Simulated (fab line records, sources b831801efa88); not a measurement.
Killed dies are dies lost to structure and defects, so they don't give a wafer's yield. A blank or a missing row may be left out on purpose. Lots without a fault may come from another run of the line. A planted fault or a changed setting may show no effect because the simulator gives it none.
fab line records | flow sky130
record lots=14 wafers=42 last_day=50
route steps=708 shown POLY_GATE@230 LDD_N@249 LDD_P@262 LDD_HVN@274
lots that met no fault: from a run of the same line without faults
start_h: hours from the record's first day to the start of the lot's first wafer shown | wait_h: hours since the lot's step before | " the same as in the row above | L1.1+2: a row that stands for several wafers | - no value, or no start given | * or withheld: withheld | < > ~ a bound
route shown NAME@n: a module of which the file shows steps, and the number in the route of the first | usual: mean/standard deviation of fault-free wafers | same: alike in all rows | chamber/n: place in a boat | sites: the reading at each site | _std_site: their standard deviation | _edge_site: outer sites' mean less inner sites' | radius_mm: how far each site lies from the wafer's centre | mask NAME#n: copy n | behind: the tool/chamber that last shaped the wafer | hold: why the lot was held/for how many hours/how that ended | device: the transistor (n, p or np) that didn't switch | end of line: the same wafers' tests at the end of the route | a step without rows: its recipe alone | killed: dies lost to structure and defects at the first sort, not the wafer's yield | map: a wafer's dies, x killed, . not, _ none there
set.NAME: the setting as run; set.NAME@STEP: as run at that earlier step | model.NAME: the simulator's own value behind a step, which no gauge read
steps of the route over a sample of lots; a table a step, a row a wafer
services: from which hour (start_h, from the record's first day; less than 0 if before it) a tool's chamber was out of use, for how many hours, and why
## steps
# step SKY_POLY_GATE_ETCH_16
# recipe stop_on=poly-Si chemistry=CH3F/O2 target=Si3N4 source_w=400 bias_w=80 pressure_mtorr=25 ch3f_flow_sccm=40 O2_flow_sccm=30 time_s=147.5 target_depth_a=750
# usual drypump_motor_current_A=5.8/0.39 oes_product_au=0.640/0.0052 rf_fwd_power_W=398.4/1.4 throttle_valve_pct=10.535/0.0083
# columns lot.wafer tool chamber start_h wait_h drypump_motor_current_A oes_product_au rf_fwd_power_W rf_hours_counter_h throttle_valve_pct
L968.1 rie_diel-02 0 369.09 0.0 5.9 0.640 400.5 40 10.535
L968.3 " 1 " " 5.4 0.642 398.8 3 10.532
L968.4 " 1 " " 5.4 0.642 399.9 - 10.542
L969.1 rie_diel-04 1 373.39 0.0 5.4 0.629 398.0 0 10.528
L969.4 " 2 " " 5.9 0.635 401.3 8 10.530
L969.6 " 1 " " 5.4 0.639 397.0 - 10.542
L971.1 rie_diel-02 2 391.19 0.0 5.2 0.646 398.4 107 10.537
L971.5 " 1 " " 5.4 0.634 399.7 - 10.534
L971.6 " 0 " " 6.0 0.641 397.2 - 10.534
L972.2 rie_diel-02 1 395.69 0.0 5.4 0.637 398.4 4 10.539
L972.3 " 0 " " 6.0 0.649 398.5 41 10.549
L972.4 " 2 " " 5.2 0.644 400.1 107 10.531
L973.2 rie_diel-02 3 415.79 0.0 5.6 0.633 400.3 1 10.531
L973.3 " 1 " " 5.4 0.645 398.3 4 10.545
L973.5 " 2 " " 5.2 0.632 398.9 - 10.543
L975.1 rie_diel-04 1 437.98 0.0 5.4 0.637 398.7 1 10.537
L975.3 " 2 " " 5.9 0.639 398.1 9 10.553
L975.6 " 0 " " 6.3 0.633 398.0 - 10.525
L976.1 rie_diel-02 3 442.99 0.0 5.6 0.648 398.7 2 10.548
L976.4 " 3 " " 5.6 0.641 399.0 - 10.534
L976.5 " 0 " " 6.0 0.647 397.6 - 10.540
L981.2 rie_diel-02 0 492.08 0.0 6.0 0.633 397.7 43 10.539
L981.4 " 2 " " 5.1 0.632 399.9 - 10.536
L981.6 " 3 " " 5.6 0.645 399.1 - 10.540
L982.3 rie_diel-04 2 492.18 0.0 5.9 0.635 400.7 10 10.518
L982.4 " 0 " " 6.3 0.639 396.1 77 10.533
L982.6 " 0 " " 6.3 0.634 397.0 - 10.525
L983.1 rie_diel-04 0 516.33 0.0 6.3 0.635 400.1 77 10.529
L983.3 " 1 " " 5.4 0.633 399.1 3 10.540
L983.5 " 1 " " 5.4 0.640 399.3 - 10.541
L987.1 rie_diel-04 0 544.13 0.0 6.3 0.643 396.3 77 10.542
L987.4 " 2 " " 5.9 0.645 398.8 11 10.542
L987.5 " 3 " " 5.6 0.654 400.1 - 10.532
L989.2 rie_diel-03 3 550.88 0.0 6.6 0.647 396.9 4 10.544
L989.4 " 2 " " 6.3 0.638 397.3 11 10.540
L989.5 " 3 " " 6.6 0.641 401.1 - 10.543
L990.1 rie_diel-04 2 557.63 0.0 5.9 0.636 398.0 12 10.532
L990.2 " 1 " " 5.4 0.638 397.7 4 10.523
L990.4 " 3 " " 5.6 0.643 398.7 53 10.526
L991.1 rie_diel-02 3 582.74 0.0 5.6 0.644 396.2 4 10.516
L991.2 " 2 " " 5.1 0.639 397.0 3 10.536
L991.3 " 0 " " 5.9 0.640 398.7 44 10.533
# step SKY_LDD_N_IMPLANT_12
# recipe species=BF2 energy_kev=50 dose_cm2=5e+12 tilt_deg=30 rotation_deg=0
# usual beam_energy_keV=49.999/0.014 dose_ions_cm2=4.999e+12/5.5e+09 faraday_current_uA=28.2/0.59 rotation_deg=0.000/0.024
# columns lot.wafer tool chamber start_h wait_h beam_energy_keV dose_ions_cm2 faraday_current_uA rotation_deg
L968.1 implanter-01 0 400.30 0.1 50.012 4.999e+12 27.6 -0.007
L968.3 " 0 " " 49.994 5.002e+12 28.4 0.012
L968.4 " 0 " " 49.997 4.996e+12 27.7 0.042
L969.1 implanter-02 0 404.33 0.1 50.007 4.996e+12 27.3 0.010
L969.4 " 0 " " 49.989 4.998e+12 27.6 -0.028
L969.6 " 0 " " 49.985 4.995e+12 27.7 -0.030
L971.1 implanter-01 0 427.38 0.1 50.021 5.004e+12 28.6 0.012
L971.5 " 0 " " 50.014 5.003e+12 28.7 0.017
L971.6 " 0 " " 49.998 5e+12 27.0 0.032
L972.2 implanter-01 0 428.97 0.1 50.017 4.997e+12 27.6 -0.044
L972.3 " 0 " " 50.012 4.997e+12 28.2 -0.014
L972.4 " 0 " " 50.011 4.996e+12 27.9 -0.006
L973.2 implanter-01 0 449.11 0.1 50.002 4.995e+12 28.5 0.025
L973.3 " 0 " " 50.007 4.999e+12 27.8 -0.001
L973.5 " 0 " " 50.003 4.993e+12 28.4 -0.001
L975.1 implanter-04 0 470.28 0.1 50.009 5.013e+12 28.3 0.009
L975.3 " 0 " " 49.977 5.004e+12 28.2 0.016
L975.6 " 0 " " 50.006 4.998e+12 28.4 0.041
L976.1 implanter-02 0 479.35 0.1 50.010 4.997e+12 27.9 0.008
L976.4 " 0 " " 49.994 4.999e+12 28.2 -0.017
L976.5 " 0 " " 50.010 4.997e+12 27.7 0.002
L981.2 implanter-04 0 526.16 0.1 49.998 4.999e+12 28.2 -0.022
L981.4 " 0 " " 49.968 4.997e+12 29.1 0.006
L981.6 " 0 " " 50.002 4.999e+12 28.6 0.017
L982.3 implanter-01 0 526.45 0.1 50.006 7.163e+12 41.5 0.024
L982.4 " 0 " " 50.007 7.16e+12 40.7 0.036
L982.6 " 0 " " 49.991 7.154e+12 40.3 0.035
L983.1 implanter-01 0 548.65 0.1 49.986 7.171e+12 41.8 0.019
L983.3 " 0 " " 50.019 7.165e+12 40.4 0.025
L983.5 " 0 " " 50.016 7.172e+12 39.4 0.008
L987.1 implanter-04 0 575.20 0.1 50.002 5e+12 27.7 -0.006
L987.4 " 0 " " 50.015 5.004e+12 27.8 -0.016
L987.5 " 0 " " 49.994 4.988e+12 29.5 -0.013
L989.2 implanter-04 0 582.51 0.1 49.994 4.997e+12 27.5 -0.012
L989.4 " 0 " " 50.004 4.997e+12 28.0 -0.001
L989.5 " 0 " " 50.006 4.991e+12 28.7 -0.005
L990.1 implanter-02 0 588.55 0.1 49.997 4.994e+12 28.5 -0.024
L990.2 " 0 " " 49.990 4.998e+12 29.0 -0.009
L990.4 " 0 " " 49.990 5e+12 27.4 0.001
L991.1 implanter-01 0 614.20 0.1 49.992 4.992e+12 27.7 0.006
L991.2 " 0 " " 50.030 4.993e+12 27.2 -0.004
L991.3 " 0 " " 50.020 5.014e+12 28.9 -0.016
# step SKY_LDD_P_CD_MEAS_07
# recipe target_cd_nm=380
# usual cd_nm=379.9/2.6
# columns lot.wafer tool chamber start_h wait_h cd_nm
L968.1 cd_sem-01 - 431.11 0.1 381.2
L968.3 " - " " 379.4
L968.4 " - " " 378.6
L969.1 cd_sem-01 - 435.30 0.1 380.5
L969.4 " - " " 381.7
L969.6 " - " " 381.8
L971.1 cd_sem-01 - 458.75 0.1 376.5
L971.5 " - " " 375.4
L971.6 " - " " 378.9
L972.2 cd_sem-02 - 460.62 0.1 379.3
L972.3 " - " " 379.7
L972.4 " - " " 382.1
L973.2 cd_sem-01 - 480.02 0.1 378.3
L973.3 " - " " 376.9
L973.5 " - " " 377.6
L975.1 cd_sem-01 - 500.61 0.1 378.4
L975.3 " - " " 380.1
L975.6 " - " " 379.6
L976.1 cd_sem-02 - 509.86 0.1 378.4
L976.4 " - " " 380.5
L976.5 " - " " 380.9
L981.2 cd_sem-01 - 556.46 0.1 380.3
L981.4 " - " " 381.2
L981.6 " - " " 377.7
L982.3 cd_sem-01 - 557.09 0.1 381.8
L982.4 " - " " 379.1
L982.6 " - " " 379.8
L983.1 cd_sem-02 - 578.75 0.1 374.0
L983.3 " - " " 376.0
L983.5 " - " " 376.3
L987.1 cd_sem-01 - 604.76 0.1 386.1
L987.4 " - " " 383.6
L987.5 " - " " 384.3
L989.2 cd_sem-01 - 612.38 0.1 374.2
L989.4 " - " " 372.8
L989.5 " - " " 376.1
L990.1 cd_sem-01 - 618.12 0.1 379.8
L990.2 " - " " 380.7
L990.4 " - " " 379.3
L991.1 cd_sem-01 - 643.91 0.3 384.2
L991.2 " - " " 382.7
L991.3 " - " " 379.9
# step SKY_LDD_HVN_OVL_MEAS_07
# usual LDD_HVN_OVL=1.6/1.1
# columns lot.wafer tool chamber start_h wait_h LDD_HVN_OVL[nm]
L968.1 overlay-02 - 461.86 0.1 1.2
L968.3 " - " " 0.8
L968.4 " - " " 0.5
L969.1 overlay-02 - 465.70 0.1 0.3
L969.4 " - " " 1.2
L969.6 " - " " 1.7
L971.1 overlay-01 - 489.90 0.1 -0.6
L971.5 " - " " -0.4
L971.6 " - " " 1.0
L972.2 overlay-02 - 490.72 0.1 0.5
L972.3 " - " " 0.2
L972.4 " - " " 0.6
L973.2 overlay-01 - 510.75 0.1 2.5
L973.3 " - " " 1.0
L973.5 " - " " 3.3
L975.1 overlay-01 - 531.21 0.1 1.9
L975.3 " - " " 2.0
L975.6 " - " " 1.8
L976.1 overlay-02 - 540.54 0.1 4.4
L976.4 " - " " 3.0
L976.5 " - " " 3.6
L981.2 overlay-02 - 585.85 0.1 1.3
L981.4 " - " " 0.3
L981.6 " - " " 0.1
L982.3 overlay-01 - 586.36 0.1 0.2
L982.4 " - " " -0.2
L982.6 " - " " 1.6
L983.1 overlay-01 - 608.21 0.1 -0.7
L983.3 " - " " -0.1
L983.5 " - " " -0.4
L987.1 overlay-01 - 633.90 0.1 -0.6
L987.4 " - " " 2.0
L987.5 " - " " 1.5
L989.2 overlay-01 - 641.37 0.1 1.3
L989.4 " - " " 0.1
L989.5 " - " " 2.6
L990.1 overlay-01 - 647.55 0.1 1.7
L990.2 " - " " 2.2
L990.4 " - " " 2.5
L991.1 overlay-01 - 672.16 0.1 1.5
L991.2 " - " " 1.8
L991.3 " - " " 1.0
## services
# columns tool chamber start_h hours kind
rie_diel-02 3 348.63 7.2 repair
rie_diel-04 3 352.41 8.9 repair
implanter-01 - 362.46 4.9 repair
implanter-02 - 366.97 2.1 repair
rie_diel-04 2 376.93 2.5 repair
rie_diel-04 - 377.84 1.1 repair
implanter-01 - 380.61 0.7 repair
implanter-04 - 408.24 2.8 pm
implanter-02 - 408.90 2.9 repair
implanter-04 - 413.03 6.6 repair
rie_diel-04 3 417.80 5.5 repair
implanter-02 - 426.50 3.9 pm
implanter-01 - 437.80 5.6 repair
implanter-04 - 479.66 1.4 repair
implanter-01 - 482.24 1.6 repair
implanter-01 - 484.88 1.8 repair
rie_diel-02 1 490.22 5.9 repair
rie_diel-04 - 493.87 0.1 repair
implanter-04 - 497.57 3.5 repair
implanter-01 - 512.35 1.0 repair
implanter-02 - 536.16 1.9 repair
implanter-04 - 562.75 2.4 repair
implanter-01 - 584.58 4.0 pm
rie_diel-02 - 600.12 2.8 pm
## key
first_sign step=SKY_LDD_N_IMPLANT_12 reading=dose_ions_cm2 direction=up sigmas=99+ usual=* struck=*
effect step=SKY_LDD_N_IMPLANT_12 reading=faraday_current_uA direction=up sigmas=21 usual=28.2 struck=40.7
met_at SKY_LDD_N_IMPLANT_12
struck_lots L982,L983
sort_left_out L982.3,L982.4,L982.6
tester_left_out L982,L983
not_acting_at SKY_POLY_GATE_ETCH_16,SKY_LDD_P_CD_MEAS_07,SKY_LDD_HVN_OVL_MEAS_07
onset_between 449.11 526.45
fault kind=process_parameter_drift tool=implanter-01 chamber=- onset_h=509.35 steps=SKY_LDD_N_IMPLANT_12 channel=dose_cm2 offset=* shape=step end_h=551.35 acts_in=* stated=*
# tester_left_out: of these lots the tester's yield and bins aren't shown, on N5 and GAA mostly nor the transistor test; their killed dies are dies lost to structure and defects alone, not to doping, threshold or leakage, so they don't give the yield
# sort_left_out: the simulated sort isn't trusted on such a fault, so these wafers' sort isn't shown, and their yield isn't known
